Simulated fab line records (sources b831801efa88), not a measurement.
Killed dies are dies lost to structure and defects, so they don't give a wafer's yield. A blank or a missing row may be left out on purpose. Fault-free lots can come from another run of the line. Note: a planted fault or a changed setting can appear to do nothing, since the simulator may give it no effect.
fab line records	flow sky130
[record] lots = 24	wafers = 72	last_day = 50
route steps=708 shown LI_CONTACT@375 LOCAL_INTERCONNECT@388 CONTACT@409 METAL1@441 METAL2@501 CAPM@537
lots that met no fault: taken from a fault-free run of the same line
start_h: the number of hours between the record's first day and the start of the first shown wafer of the lot	wait_h: time in hours since the lot's previous step	" the same as in the row above	L1.1+2: a single row standing in for several wafers	- no value, or no start given	* or withheld: withheld	< > ~ a bound
route shown NAME@n: a module of which the file shows steps, and the number in the route of the first	usual: average and standard deviation across the fault-free wafers	same: alike in all rows	chamber/n: place in a boat	sites: the reading at each site	_std_site: standard deviation of those values	_edge_site: inner sites' mean taken away from outer sites' mean	radius_mm: for every site, how far away it sits from the centre of the wafer	mask NAME#n: copy n	behind: the tool/chamber that last shaped the wafer	hold: reason for holding the lot/hours on hold/outcome of the hold	device: transistor that didn't switch, given as n, p or np	end of line: tests of these same wafers at the route's end	step lacking rows: just its recipe	killed: at the first sort, the dies lost to defects and structure; wafer yield is something else	map: shows each die of a wafer: x if killed, . if not, _ if none is there
set.NAME: setting as actually run; set.NAME@STEP: the setting as run at that earlier step	model.NAME: the simulator's own value behind a step, which no gauge read
one table for each step of the route and one row for each wafer, over a sample of lots
services: when a tool's chamber went out of use (start_h, in hours from the record's first day, below 0 if earlier), for how many hours, and the reason
[[steps]]
[step SKY_LI_CONTACT_OVL_MEAS_13]
[usual] LI_CONTACT_OVL = -3/5.1
lot.wafer	tool	chamber	start_h	wait_h	LI_CONTACT_OVL[nm]
L075.3	overlay-02	-	718.23	0.1	-5
L075.5	"	-	"	"	-5
L075.6	"	-	"	"	-9
L078.1	overlay-02	-	719.28	0.1	2
L078.3	"	-	"	"	5
L078.4	"	-	"	"	-1
L076.1	overlay-01	-	724.01	0.1	1
L076.4	"	-	"	"	-2
L076.5	"	-	"	"	-4
L074.1	overlay-01	-	724.62	0.1	-15
L074.3	"	-	"	"	-12
L074.5	"	-	"	"	-15
L077.1	overlay-02	-	728.42	0.1	-8
L077.2	"	-	"	"	-5
L077.4	"	-	"	"	-1
L080.3	overlay-02	-	736.79	0.1	-3
L080.5	"	-	"	"	-3
L080.6	"	-	"	"	-9
L079.4	overlay-01	-	737.23	0.1	-5
L079.5	"	-	"	"	-13
L079.6	"	-	"	"	-2
L081.4	overlay-02	-	741.48	0.1	0
L081.5	"	-	"	"	2
L081.6	"	-	"	"	-4
L082.3	overlay-01	-	750.53	0.1	-1
L082.4	"	-	"	"	-1
L082.5	"	-	"	"	-1
L083.3	overlay-02	-	762.13	0.1	3
L083.5	"	-	"	"	-4
L083.6	"	-	"	"	1
L084.1	overlay-01	-	769.74	0.1	4
L084.2	"	-	"	"	3
L084.4	"	-	"	"	6
L085.1	overlay-01	-	771.17	0.1	-7
L085.3	"	-	"	"	-2
L085.5	"	-	"	"	-3
L086.1	overlay-01	-	781.79	0.1	-1
L086.3	"	-	"	"	-1
L086.5	"	-	"	"	-1
L087.3	overlay-02	-	786.57	0.1	-7
L087.4	"	-	"	"	-3
L087.6	"	-	"	"	-2
L088.2	overlay-02	-	791.71	0.1	-6
L088.3	"	-	"	"	-5
L088.6	"	-	"	"	-5
L089.1	overlay-02	-	802.00	0.1	-3
L089.2	"	-	"	"	-9
L089.3	"	-	"	"	-10
L090.1	overlay-01	-	811.86	0.1	1
L090.2	"	-	"	"	-2
L090.6	"	-	"	"	-5
L091.1	overlay-02	-	816.52	0.1	1
L091.3	"	-	"	"	-1
L091.4	"	-	"	"	-1
L092.1	overlay-02	-	824.97	0.1	0
L092.4	"	-	"	"	5
L092.6	"	-	"	"	4
L093.1	overlay-02	-	831.81	0.1	0
L093.2	"	-	"	"	3
L093.4	"	-	"	"	4
L094.2	overlay-02	-	843.83	0.1	-8
L094.3	"	-	"	"	-9
L094.4	"	-	"	"	-10
L095.4	overlay-01	-	849.28	0.1	0
L095.5	"	-	"	"	4
L095.6	"	-	"	"	2
L096.1	overlay-01	-	851.02	0.1	-7
L096.3	"	-	"	"	-11
L096.4	"	-	"	"	-11
L097.2	overlay-01	-	860.12	0.1	-4
L097.3	"	-	"	"	-3
L097.6	"	-	"	"	-6
[step SKY_LOCAL_INTERCONNECT_RS_MEAS_01]
[recipe] thk_meas_gauge = four-point-probe	reads = TiN_of_LOCAL_INTERCONNECT_SPUTTER_00
[usual] LOCAL_INTERCONNECT_TIN_RS = 14.14/0.14
lot.wafer	tool	chamber	start_h	wait_h	LOCAL_INTERCONNECT_TIN_RS[ohm/sq]
L075.3	film_metro-02	-	719.54	0.1	14.23
L075.5	"	-	"	"	13.99
L075.6	"	-	"	"	14.14
L078.1	film_metro-02	-	720.55	0.0	13.80
L078.3	"	-	"	"	13.76
L078.4	"	-	"	"	13.90
L076.1	film_metro-04	-	725.29	0.0	14.10
L076.4	"	-	"	"	14.22
L076.5	"	-	"	"	14.17
L074.1	film_metro-04	-	725.90	0.0	13.86
L074.3	"	-	"	"	13.99
L074.5	"	-	"	"	14.02
L077.1	film_metro-02	-	729.72	0.0	14.30
L077.2	"	-	"	"	14.39
L077.4	"	-	"	"	14.20
L080.3	film_metro-04	-	738.12	0.1	14.01
L080.5	"	-	"	"	14.07
L080.6	"	-	"	"	14.12
L079.4	film_metro-02	-	738.74	0.1	13.90
L079.5	"	-	"	"	14.18
L079.6	"	-	"	"	13.88
L081.4	film_metro-02	-	742.80	0.1	14.12
L081.5	"	-	"	"	14.21
L081.6	"	-	"	"	14.31
L082.3	film_metro-04	-	751.86	0.1	14.16
L082.4	"	-	"	"	14.30
L082.5	"	-	"	"	14.08
L083.3	film_metro-03	-	763.44	0.1	13.91
L083.5	"	-	"	"	14.00
L083.6	"	-	"	"	13.90
L084.1	film_metro-02	-	771.29	0.0	14.20
L084.2	"	-	"	"	14.15
L084.4	"	-	"	"	14.13
L085.1	film_metro-02	-	772.61	0.0	14.13
L085.3	"	-	"	"	14.16
L085.5	"	-	"	"	14.05
L086.1	film_metro-02	-	783.05	0.0	14.19
L086.3	"	-	"	"	14.10
L086.5	"	-	"	"	14.10
L087.3	film_metro-03	-	787.86	0.1	14.17
L087.4	"	-	"	"	14.23
L087.6	"	-	"	"	14.11
L088.2	film_metro-03	-	792.99	0.1	14.22
L088.3	"	-	"	"	14.21
L088.6	"	-	"	"	14.21
L089.1	film_metro-03	-	803.27	0.0	14.08
L089.2	"	-	"	"	14.15
L089.3	"	-	"	"	14.06
L090.1	film_metro-04	-	813.16	0.0	14.30
L090.2	"	-	"	"	14.27
L090.6	"	-	"	"	14.35
L091.1	film_metro-04	-	817.82	0.0	14.24
L091.3	"	-	"	"	14.10
L091.4	"	-	"	"	14.15
L092.1	film_metro-04	-	826.26	0.0	14.24
L092.4	"	-	"	"	14.08
L092.6	"	-	"	"	14.21
L093.1	film_metro-03	-	833.20	0.0	14.29
L093.2	"	-	"	"	14.28
L093.4	"	-	"	"	14.26
L094.2	film_metro-04	-	845.11	0.1	14.25
L094.3	"	-	"	"	14.19
L094.4	"	-	"	"	14.29
L095.4	film_metro-04	-	850.62	0.1	14.19
L095.5	"	-	"	"	14.22
L095.6	"	-	"	"	14.19
L096.1	film_metro-04	-	852.30	0.0	14.30
L096.3	"	-	"	"	14.27
L096.4	"	-	"	"	14.06
L097.2	film_metro-02	-	861.41	0.1	14.31
L097.3	"	-	"	"	14.34
L097.6	"	-	"	"	14.41
[step SKY_CONTACT_THK_MEAS_03]
[recipe] reads = SiO2_of_CONTACT_HDPCVD_02
[usual] CONTACT_HDPCVD_THK = 567/6.2
lot.wafer	tool	chamber	start_h	wait_h	CONTACT_HDPCVD_THK[nm]
L075.3	film_metro-01	-	747.98	0.1	568
L075.5	"	-	"	"	565
L075.6	"	-	"	"	572
L078.1	film_metro-04	-	749.15	0.0	569
L078.3	"	-	"	"	563
L078.4	"	-	"	"	569
L076.1	film_metro-01	-	754.05	0.0	567
L076.4	"	-	"	"	562
L076.5	"	-	"	"	557
L074.1	film_metro-01	-	754.28	0.0	570
L074.3	"	-	"	"	570
L074.5	"	-	"	"	571
L077.1	film_metro-01	-	757.72	0.0	558
L077.2	"	-	"	"	557
L077.4	"	-	"	"	553
L080.3	film_metro-03	-	765.79	0.1	560
L080.5	"	-	"	"	561
L080.6	"	-	"	"	564
L079.4	film_metro-01	-	766.63	0.0	559
L079.5	"	-	"	"	563
L079.6	"	-	"	"	570
L081.4	film_metro-01	-	770.60	0.0	564
L081.5	"	-	"	"	557
L081.6	"	-	"	"	563
L082.3	film_metro-03	-	779.37	0.1	575
L082.4	"	-	"	"	567
L082.5	"	-	"	"	579
L083.3	film_metro-01	-	790.94	0.1	553
L083.5	"	-	"	"	556
L083.6	"	-	"	"	562
L084.1	film_metro-01	-	798.72	0.1	574
L084.2	"	-	"	"	564
L084.4	"	-	"	"	572
L085.1	film_metro-04	-	799.78	0.0	570
L085.3	"	-	"	"	563
L085.5	"	-	"	"	569
L086.1	film_metro-03	-	810.94	0.0	574
L086.3	"	-	"	"	572
L086.5	"	-	"	"	561
L087.3	film_metro-03	-	815.68	0.1	581
L087.4	"	-	"	"	569
L087.6	"	-	"	"	570
L088.2	film_metro-01	-	821.67	0.0	566
L088.3	"	-	"	"	571
L088.6	"	-	"	"	575
L089.1	film_metro-03	-	830.29	0.0	556
L089.2	"	-	"	"	569
L089.3	"	-	"	"	561
L090.1	film_metro-03	-	840.19	0.0	554
L090.2	"	-	"	"	566
L090.6	"	-	"	"	560
L091.1	film_metro-01	-	844.97	0.0	562
L091.3	"	-	"	"	562
L091.4	"	-	"	"	567
L092.1	film_metro-01	-	852.62	0.0	572
L092.4	"	-	"	"	568
L092.6	"	-	"	"	571
L093.1	film_metro-01	-	860.18	0.0	570
L093.2	"	-	"	"	571
L093.4	"	-	"	"	559
L094.2	film_metro-01	-	872.79	0.0	562
L094.3	"	-	"	"	568
L094.4	"	-	"	"	569
L095.4	film_metro-01	-	877.70	0.0	576
L095.5	"	-	"	"	570
L095.6	"	-	"	"	578
L096.1	film_metro-04	-	879.63	0.0	563
L096.3	"	-	"	"	565
L096.4	"	-	"	"	566
L097.2	film_metro-01	-	888.50	0.0	571
L097.3	"	-	"	"	568
L097.6	"	-	"	"	567
[step SKY_METAL1_DEHYDRATE_07]
[recipe] temp_c = 200	time_s = 62.18
[usual] heater_power_total_W = 160.47/0.11	plate_sensor_t_centre_C = 201.07/0.01	plate_sensor_t_edge_C = 201.55/0.01
lot.wafer	tool	chamber	start_h	wait_h	heater_power_total_W	plate_sensor_t_centre_C	plate_sensor_t_edge_C
L075.3	litho_track-03	0	789.15	12.8	160.45	201.08	201.56
L075.5	"	0	"	"	160.39	201.06	201.57
L075.6	"	0	"	"	160.43	201.06	201.55
L078.1	litho_track-03	0	789.90	12.4	160.39	201.07	201.54
L078.3	"	0	"	"	160.41	201.06	201.55
L078.4	"	0	"	"	160.45	201.07	201.55
L076.1	litho_track-04	0	795.89	12.3	160.32	201.08	201.55
L076.4	"	0	"	"	160.38	201.06	201.54
L076.5	"	0	"	"	160.28	201.06	201.57
L074.1	litho_track-02	0	796.04	12.3	160.42	201.07	201.55
L074.3	"	0	"	"	160.47	201.06	201.55
L074.5	"	0	"	"	160.26	201.06	201.56
L077.1	litho_track-02	0	798.84	12.6	160.63	201.07	201.55
L077.2	"	0	"	"	160.58	201.06	201.54
L077.4	"	0	"	"	160.63	201.08	201.56
L080.3	litho_track-02	0	807.59	13.1	160.55	201.05	201.55
L080.5	"	0	"	"	160.45	201.06	201.56
L080.6	"	0	"	"	160.42	201.07	201.53
L079.4	litho_track-02	0	809.02	13.6	160.71	201.06	201.56
L079.5	"	0	"	"	160.72	201.09	201.54
L079.6	"	0	"	"	160.41	201.06	201.56
L081.4	litho_track-04	0	812.62	13.2	160.34	201.09	201.55
L081.5	"	0	"	"	160.52	201.08	201.54
L081.6	"	0	"	"	160.63	201.07	201.56
L082.3	litho_track-02	0	822.29	12.1	160.50	201.06	201.55
L082.4	"	0	"	"	160.52	201.08	201.56
L082.5	"	0	"	"	160.42	201.06	201.56
L083.3	litho_track-02	0	831.79	12.0	160.33	201.06	201.58
L083.5	"	0	"	"	160.42	201.08	201.55
L083.6	"	0	"	"	160.36	201.07	201.56
L084.1	litho_track-04	0	839.14	11.7	160.41	201.06	201.56
L084.2	"	0	"	"	160.45	201.07	201.56
L084.4	"	0	"	"	160.55	201.07	201.55
L085.1	litho_track-02	0	841.29	12.8	160.65	201.06	201.55
L085.3	"	0	"	"	160.46	201.08	201.57
L085.5	"	0	"	"	160.42	201.07	201.55
L086.1	litho_track-02	0	851.39	11.8	160.51	201.08	201.55
L086.3	"	0	"	"	160.58	201.06	201.54
L086.5	"	0	"	"	160.35	201.05	201.56
L087.3	litho_track-04	0	856.69	11.8	160.54	201.09	201.54
L087.4	"	0	"	"	160.75	201.08	201.55
L087.6	"	0	"	"	160.54	201.08	201.55
L088.2	litho_track-04	0	862.17	12.3	160.50	201.07	201.55
L088.3	"	0	"	"	160.58	201.07	201.56
L088.6	"	0	"	"	160.33	201.06	201.56
L089.1	litho_track-02	0	871.14	12.8	160.39	201.07	201.57
L089.2	"	0	"	"	160.46	201.07	201.55
L089.3	"	0	"	"	160.40	201.06	201.55
L090.1	litho_track-02	0	884.69	11.9	160.49	201.06	201.56
L090.2	"	0	"	"	160.46	201.07	201.58
L090.6	"	0	"	"	160.33	201.07	201.57
L091.1	litho_track-03	0	885.65	11.9	160.39	201.06	201.57
L091.3	"	0	"	"	160.42	201.06	201.55
L091.4	"	0	"	"	160.51	201.06	201.56
L092.1	litho_track-03	0	892.65	12.1	160.67	201.05	201.55
L092.4	"	0	"	"	160.48	201.06	201.56
L092.6	"	0	"	"	160.42	201.07	201.56
L093.1	litho_track-04	0	899.54	11.9	160.38	201.06	201.55
L093.2	"	0	"	"	160.64	201.08	201.56
L093.4	"	0	"	"	160.51	201.06	201.55
L094.2	litho_track-03	0	912.12	11.5	160.42	201.07	201.55
L094.3	"	0	"	"	160.64	201.06	201.54
L094.4	"	0	"	"	160.41	201.06	201.56
L095.4	litho_track-04	0	916.82	11.6	160.41	201.07	201.55
L095.5	"	0	"	"	160.38	201.06	201.56
L095.6	"	0	"	"	160.44	201.08	201.53
L096.1	litho_track-03	0	918.35	11.4	160.51	201.07	201.55
L096.3	"	0	"	"	160.52	201.07	201.55
L096.4	"	0	"	"	160.35	201.07	201.55
L097.2	litho_track-04	0	926.97	11.1	160.56	201.07	201.54
L097.3	"	0	"	"	160.40	201.08	201.56
L097.6	"	0	"	"	160.57	201.06	201.55
[step SKY_METAL2_ETCH_18]
[recipe] chemistry = N2/H2	target = BARC	ion_energy_ev = 200	bias_w = 100	pressure_mtorr = 30	n2_flow_sccm = 100	h2_flow_sccm = 200	icp_w = 500	stop_on = SiO2	time_s = 45.9	target_depth_a = 600
[usual] bias_w = 100.1/0.31	chamber_pressure_mTorr = 30.00/0.031	drypump_motor_current_A = 5.91/0.29	oes_product_au = 0.855/0.0046	throttle_valve_pct = 13.224/0.0098
lot.wafer	tool	chamber	start_h	wait_h	bias_w	chamber_pressure_mTorr	drypump_motor_current_A	oes_product_au	rf_hours_counter_h	throttle_valve_pct
L075.3	rie_metal-03	1	859.02	0.0	100.0	30.01	5.75	0.854	-	13.210
L075.5	"	1	"	"	100.0	30.02	5.73	0.854	-	13.226
L075.6	"	0	"	"	100.4	29.95	5.55	0.857	-	13.226
L078.1	rie_metal-04	0	860.53	0.0	100.5	30.01	5.72	0.860	1	13.228
L078.3	"	1	"	"	99.8	29.97	6.05	0.859	-	13.208
L078.4	"	0	"	"	100.6	29.99	5.72	0.862	-	13.216
L076.1	rie_metal-04	0	865.58	0.0	100.3	29.98	5.70	0.846	1	13.224
L076.4	"	0	"	"	100.0	29.97	5.70	0.858	-	13.223
L076.5	"	1	"	"	100.6	29.97	6.03	0.850	-	13.225
L074.1	rie_metal-03	1	866.23	0.0	100.0	29.97	5.76	0.857	12	13.219
L074.3	"	0	"	"	100.3	29.94	5.52	0.852	-	13.232
L074.5	"	1	"	"	99.8	30.00	5.75	0.860	-	13.225
L077.1	rie_metal-04	0	868.63	0.0	100.1	30.02	5.70	0.862	1	13.225
L077.2	"	1	"	"	100.2	30.01	5.97	0.851	9	13.229
L077.4	"	0	"	"	99.6	29.99	5.71	0.858	-	13.218
L080.3	rie_metal-04	1	875.60	0.0	99.8	29.98	6.02	0.849	-	13.221
L080.5	"	1	"	"	99.8	30.01	6.04	0.855	-	13.254
L080.6	"	0	"	"	100.2	30.04	5.70	0.850	-	13.241
L079.4	rie_metal-03	1	878.65	0.0	100.5	29.97	5.74	0.855	-	13.206
L079.5	"	0	"	"	100.1	30.07	5.54	0.862	-	13.212
L079.6	"	1	"	"	100.6	29.96	5.75	0.857	-	13.193
L081.4	rie_metal-04	0	882.10	0.0	100.0	30.02	5.70	0.850	-	13.213
L081.5	"	1	"	"	100.0	29.96	6.05	0.857	-	13.219
L081.6	"	0	"	"	99.8	30.00	5.71	0.858	-	13.233
L082.3	rie_metal-01	1	890.85	0.0	100.0	29.99	6.22	0.851	-	13.233
L082.4	"	0	"	"	99.7	29.99	6.43	0.857	-	13.217
L082.5	"	0	"	"	100.1	29.96	6.41	0.861	-	13.215
L083.3	rie_metal-04	1	899.95	0.0	100.5	30.04	6.05	0.860	-	13.223
L083.5	"	1	"	"	100.5	30.01	6.03	0.863	-	13.226
L083.6	"	0	"	"	99.8	30.01	5.70	0.854	-	13.234
L084.1	rie_metal-04	1	906.69	0.0	100.4	29.96	6.04	0.841	11	13.211
L084.2	"	0	"	"	99.5	30.01	5.70	0.855	3	13.229
L084.4	"	0	"	"	99.7	30.07	5.72	0.863	-	13.221
L085.1	rie_metal-04	1	909.98	0.0	100.6	30.06	6.04	0.852	11	13.215
L085.3	"	0	"	"	99.9	29.97	5.73	0.856	-	13.233
L085.5	"	1	"	"	100.4	29.98	6.03	0.849	-	13.234
L086.1	rie_metal-01	1	919.59	0.0	99.8	30.05	6.26	0.851	8	13.234
L086.3	"	0	"	"	99.9	29.98	6.41	0.855	-	13.226
L086.5	"	1	"	"	99.8	30.07	6.24	0.857	-	13.221
L087.3	rie_metal-01	1	923.60	0.0	99.9	29.99	6.23	0.859	-	13.220
L087.4	"	0	"	"	100.1	29.97	6.41	0.858	-	13.229
L087.6	"	1	"	"	100.1	30.06	6.21	0.848	-	13.222
L088.2	rie_metal-03	1	927.78	0.0	100.6	30.02	5.73	0.849	15	13.242
L088.3	"	0	"	"	100.2	30.00	5.53	0.851	-	13.221
L088.6	"	1	"	"	99.7	30.00	5.74	0.857	-	13.221
L089.1	rie_metal-03	0	936.88	0.0	100.0	29.97	5.53	0.855	8	13.221
L089.2	"	1	"	"	99.6	29.94	5.74	0.856	15	13.235
L089.3	"	0	"	"	99.7	29.94	5.53	0.853	-	13.220
L090.1	rie_metal-03	1	949.69	0.0	100.0	29.97	5.74	0.854	16	13.231
L090.2	"	0	"	"	99.3	30.00	5.55	0.849	8	13.232
L090.6	"	0	"	"	99.3	29.97	5.55	0.862	-	13.221
L091.1	rie_metal-01	1	950.73	0.0	100.3	30.05	6.24	0.862	10	13.223
L091.3	"	1	"	"	100.6	30.01	6.23	0.849	-	13.233
L091.4	"	0	"	"	99.7	30.04	6.42	0.857	-	13.218
L092.1	rie_metal-03	0	957.23	0.0	100.0	29.95	5.54	0.855	9	13.223
L092.4	"	0	"	"	100.1	29.95	5.55	0.852	-	13.221
L092.6	"	1	"	"	99.5	30.04	5.75	0.855	-	13.226
L093.1	rie_metal-01	1	963.44	0.0	100.1	30.02	6.26	0.853	11	13.217
L093.2	"	0	"	"	99.8	30.00	6.40	0.855	4	13.230
L093.4	"	0	"	"	99.7	29.99	6.42	0.859	-	13.233
L094.2	rie_metal-04	1	976.08	0.0	99.9	29.99	6.05	0.857	14	13.223
L094.3	"	1	"	"	99.9	29.99	6.06	0.852	-	13.240
L094.4	"	0	"	"	100.1	29.97	5.72	0.857	-	13.226
L095.4	rie_metal-01	0	982.05	0.0	100.4	29.96	6.44	0.863	-	13.203
L095.5	"	1	"	"	100.0	30.03	6.25	0.857	-	13.231
L095.6	"	0	"	"	100.5	29.99	6.43	0.860	-	13.228
L096.1	rie_metal-03	1	983.93	0.0	100.4	30.06	5.76	0.855	17	13.224
L096.3	"	1	"	"	100.3	29.99	5.76	0.855	-	13.224
L096.4	"	0	"	"	99.8	30.01	5.52	0.861	-	13.229
L097.2	rie_metal-04	1	990.64	0.0	100.1	30.02	6.03	0.853	15	13.249
L097.3	"	0	"	"	99.9	29.97	5.71	0.846	-	13.210
L097.6	"	0	"	"	99.9	30.01	5.70	0.854	-	13.219
[step SKY_CAPM_CVD_00]
[recipe] material = SiO2	target_thk_nm = 15.5	temp_c = 400	time_s = withheld	rf_w = 450
[usual] heater_power_w = 724/97
lot.wafer	tool	chamber	start_h	wait_h	heater_power_w
L075.3	pecvd-02	2	886.86	0.0	625
L075.5	"	1	"	"	775
L075.6	"	2	"	"	624
L078.1	pecvd-02	1	888.78	0.0	783
L078.3	"	2	"	"	606
L078.4	"	0	"	"	784
L076.1	pecvd-02	2	893.54	0.0	618
L076.4	"	2	"	"	629
L076.5	"	1	"	"	824
L074.1	pecvd-01	0	894.51	0.0	812
L074.3	"	2	"	"	658
L074.5	"	2	"	"	652
L077.1	pecvd-02	2	897.11	0.0	542
L077.2	"	1	"	"	799
L077.4	"	0	"	"	805
L080.3	pecvd-01	1	903.46	0.0	701
L080.5	"	1	"	"	727
L080.6	"	2	"	"	608
L079.4	pecvd-03	1	906.71	0.0	798
L079.5	"	0	"	"	781
L079.6	"	2	"	"	635
L081.4	pecvd-02	0	909.68	0.0	675
L081.5	"	1	"	"	804
L081.6	"	2	"	"	565
L082.3	pecvd-01	1	918.77	0.0	682
L082.4	"	2	"	"	709
L082.5	"	1	"	"	662
L083.3	pecvd-01	0	927.51	0.0	847
L083.5	"	0	"	"	822
L083.6	"	1	"	"	723
L084.1	pecvd-03	0	933.61	0.0	922
L084.2	"	2	"	"	645
L084.4	"	0	"	"	925
L085.1	pecvd-02	1	937.73	0.0	788
L085.3	"	0	"	"	758
L085.5	"	1	"	"	816
L086.1	pecvd-03	1	947.27	0.0	677
L086.3	"	0	"	"	875
L086.5	"	0	"	"	860
L087.3	pecvd-02	0	950.87	0.0	665
L087.4	"	0	"	"	686
L087.6	"	2	"	"	512
L088.2	pecvd-02	1	954.91	0.0	768
L088.3	"	0	"	"	786
L088.6	"	1	"	"	774
L089.1	pecvd-01	0	964.05	0.0	836
L089.2	"	1	"	"	712
L089.3	"	2	"	"	670
L090.1	pecvd-01	1	977.76	0.0	591
L090.2	"	0	"	"	829
L090.6	"	0	"	"	823
L091.1	pecvd-03	2	978.73	0.0	655
L091.3	"	1	"	"	809
L091.4	"	0	"	"	877
L092.1	pecvd-03	2	985.13	0.0	702
L092.4	"	1	"	"	803
L092.6	"	2	"	"	715
L093.1	pecvd-02	2	990.22	0.0	610
L093.2	"	0	"	"	723
L093.4	"	0	"	"	722
L094.2	pecvd-01	2	1002.73	0.0	687
L094.3	"	1	"	"	711
L094.4	"	2	"	"	702
L095.4	pecvd-03	2	1008.29	0.0	638
L095.5	"	0	"	"	898
L095.6	"	1	"	"	816
L096.1	pecvd-01	2	1010.27	0.0	654
L096.3	"	0	"	"	870
L096.4	"	2	"	"	656
L097.2	pecvd-02	1	1018.64	0.0	812
L097.3	"	2	"	"	621
L097.6	"	2	"	"	613
[[services]]
tool	chamber	start_h	hours	kind
pecvd-02	2	788.22	11.1	repair
rie_metal-01	0	794.96	1.2	repair
rie_metal-03	-	799.28	2.8	pm
pecvd-02	0	803.17	4.6	repair
rie_metal-03	0	804.95	4.2	repair
pecvd-03	2	807.90	2.1	scheduled_down
pecvd-01	1	815.41	3.7	repair
rie_metal-03	-	816.01	14.6	pm
pecvd-02	1	818.12	-	clean
pecvd-02	1	818.12	-	consumable_replace:showerhead
pecvd-02	1	818.12	29.0	scheduled_down
pecvd-02	1	818.12	29.0	vent_cycle
pecvd-02	2	824.03	5.5	scheduled_down
rie_metal-04	0	827.45	-	clean
rie_metal-04	0	827.45	13.8	scheduled_down
rie_metal-04	0	827.45	13.8	vent_cycle
pecvd-01	2	828.23	5.0	repair
pecvd-01	0	854.43	5.5	scheduled_down
pecvd-01	-	880.72	12.0	repair
pecvd-02	1	900.88	5.5	scheduled_down
rie_metal-01	0	909.07	8.1	repair
pecvd-01	1	914.66	2.1	scheduled_down
rie_metal-04	1	993.70	12.3	repair
pecvd-01	-	1014.23	2.3	repair
[[key]]
fault none
